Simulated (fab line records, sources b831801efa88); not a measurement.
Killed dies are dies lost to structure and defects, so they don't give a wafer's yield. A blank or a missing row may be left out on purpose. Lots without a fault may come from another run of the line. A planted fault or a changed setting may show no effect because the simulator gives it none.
Tool commonality check | flow sky130 | 13 lots, 45 wafers sampled

WHY IT WAS OPENED
At SKY_LDD_LDN_TW_MEAS_13 the reading LDD_LDN_TW is flagged on 2 of 13 lots. Wafers without a fault read 1481, standard deviation 15.
Rule: a lot is flagged when every wafer of it that has a number lies more than 4 standard deviations from that mean, or none has a number. The other lots count as sound.

lot  | measured     | on            | LDD_LDN_TW, wafer by wafer    | flag
L311 | day 23 09:40 | film_metro-04 | 1481 1482 1481                |
L316 | day 25 00:46 | film_metro-02 | 1496 1500 1490                |
L317 | day 25 14:55 | film_metro-04 | 1485 1489 1492                |
L318 | day 25 23:23 | film_metro-04 | 1486 1484 1490                |
L319 | day 26 06:41 | film_metro-02 | 1487 1488 1489                |
L320 | day 26 15:11 | film_metro-04 | 1494 1475 1483                |
L321 | day 26 22:49 | film_metro-03 | 1560 1561 1567 1558 1568 1559 | FLAGGED
L322 | day 27 03:53 | film_metro-02 | 1491 1488 1500                |
L324 | day 27 16:48 | film_metro-04 | 1478 1492 1488                |
L323 | day 27 16:48 | film_metro-02 | 1591 1593 1589 1584 1591 1586 | FLAGGED
L325 | day 28 04:47 | film_metro-02 | 1498 1502 1499                |
L332 | day 30 22:31 | film_metro-03 | 1459 1456 1460                |
L333 | day 31 17:53 | film_metro-02 | 1485 1481 1490                |
The numbers of the flagged lots are 1576 on average: +95 against the usual, or +6 standard deviations.

WHICH TOOL RAN EACH LOT
The record holds 1 process step before the reading, out of a route of 708 steps. In each cell: the tool, then ch and the chambers that the sampled wafers went through, then the start.
lot  | flag    | SKY_LDD_LDN_IMPLANT_10
L311 |         | implanter-01 ch 0, day 23 09:17
L316 |         | implanter-01 ch 0, day 25 00:22
L317 |         | implanter-02 ch 0, day 25 14:31
L318 |         | implanter-02 ch 0, day 25 23:00
L319 |         | implanter-04 ch 0, day 26 06:17
L320 |         | implanter-01 ch 0, day 26 14:47
L321 | FLAGGED | implanter-04 ch 0, day 26 22:08
L322 |         | implanter-04 ch 0, day 27 03:31
L324 |         | implanter-01 ch 0, day 27 16:26
L323 | FLAGGED | implanter-02 ch 0, day 27 16:06
L325 |         | implanter-02 ch 0, day 28 04:23
L332 |         | implanter-01 ch 0, day 30 22:07
L333 |         | implanter-01 ch 0, day 31 17:31
What these steps do:
- SKY_LDD_LDN_IMPLANT_10
- SKY_LDD_LDN_TW_MEAS_13

FLAGGED OVER TOTAL, TOOL BY TOOL (the gauges that took the reading come last)
step                   | tool          | lots run | flagged | share of the flagged lots | sound lots run after its first flagged lot
SKY_LDD_LDN_IMPLANT_10 | implanter-01  | 6        | 0       | none                      | -
SKY_LDD_LDN_IMPLANT_10 | implanter-02  | 4        | 1       | some                      | 1 (L325)
SKY_LDD_LDN_IMPLANT_10 | implanter-04  | 3        | 1       | some                      | 1 (L322)
SKY_LDD_LDN_TW_MEAS_13 | film_metro-02 | 6        | 1       | some                      | 2 (L325,L333)
SKY_LDD_LDN_TW_MEAS_13 | film_metro-03 | 2        | 1       | some                      | 1 (L332)
SKY_LDD_LDN_TW_MEAS_13 | film_metro-04 | 5        | 0       | none                      | -

WHAT THE TABLE ALLOWS
No row of the table ran every flagged lot.

WHAT THE SIMULATOR HAD PUT IN
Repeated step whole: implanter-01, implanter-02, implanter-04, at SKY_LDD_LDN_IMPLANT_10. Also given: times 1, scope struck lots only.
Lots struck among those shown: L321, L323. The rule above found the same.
